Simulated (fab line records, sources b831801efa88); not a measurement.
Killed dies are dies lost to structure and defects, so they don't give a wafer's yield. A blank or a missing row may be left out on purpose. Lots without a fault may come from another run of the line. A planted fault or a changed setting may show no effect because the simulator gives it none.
Which tool did it? | flow gf180mcu | 6 lots, 18 wafers sampled, at 2 steps of a route of 602

WHAT THE GAUGES READ, wafer by wafer
GF_HV_LDD_TW_MEAS_38.
lot  | measured     | on            | HV_LDD_3_TW
L394 | day 12 06:42 | film_metro-03 | 1433 1430 1443
L396 | day 12 22:37 | film_metro-01 | 1432 1426 1430
L400 | day 14 03:32 | film_metro-01 | 1549 1543 1550
L409 | day 16 13:49 | film_metro-01 | 1433 1436 1428
L411 | day 17 07:59 | film_metro-03 | 1433 1435 1432
L414 | day 18 05:05 | film_metro-03 | 1436 1435 1439

WHICH TOOL RAN EACH LOT (tool, then ch and the chambers of the sampled wafers, then the start)
lot  | GF_HV_LDD_IMPLANT_33
L394 | implanter-02 ch 0, day 12 06:02
L396 | implanter-02 ch 0, day 12 21:55
L400 | implanter-02 ch 0, day 14 02:23
L409 | implanter-02 ch 0, day 16 13:07
L411 | implanter-02 ch 0, day 17 07:19
L414 | implanter-04 ch 0, day 18 04:25
- GF_HV_LDD_IMPLANT_33

THE ANSWER, worked out from the rows above alone
Rule: what is usual is taken from the lots themselves. Put in order of their means at a reading, lots are off if they are a third of the lots or fewer, leave a main group of 4 or more, and stand apart from it by a gap of 3 or more times the standard deviation of the main group's means; of several such gaps the widest counts. A main group whose means are all the same, to the digits that the tables above print for the reading, isn't used. A lot without any number at a reading at which 4 lots or more have one is off too. The other lots that the step has rows for count as sound.
Off: L400, at GF_HV_LDD_TW_MEAS_38 (HV_LDD_3_TW). The main group: mean 1433, standard deviation 2.5.
A tool fits if, at a process step before that reading, it ran every lot that is off, and no sound lot after the first of them. The gauges at GF_HV_LDD_TW_MEAS_38 are tried like those tools. None of those tried fits.

WHAT THE SIMULATOR HAD PUT IN
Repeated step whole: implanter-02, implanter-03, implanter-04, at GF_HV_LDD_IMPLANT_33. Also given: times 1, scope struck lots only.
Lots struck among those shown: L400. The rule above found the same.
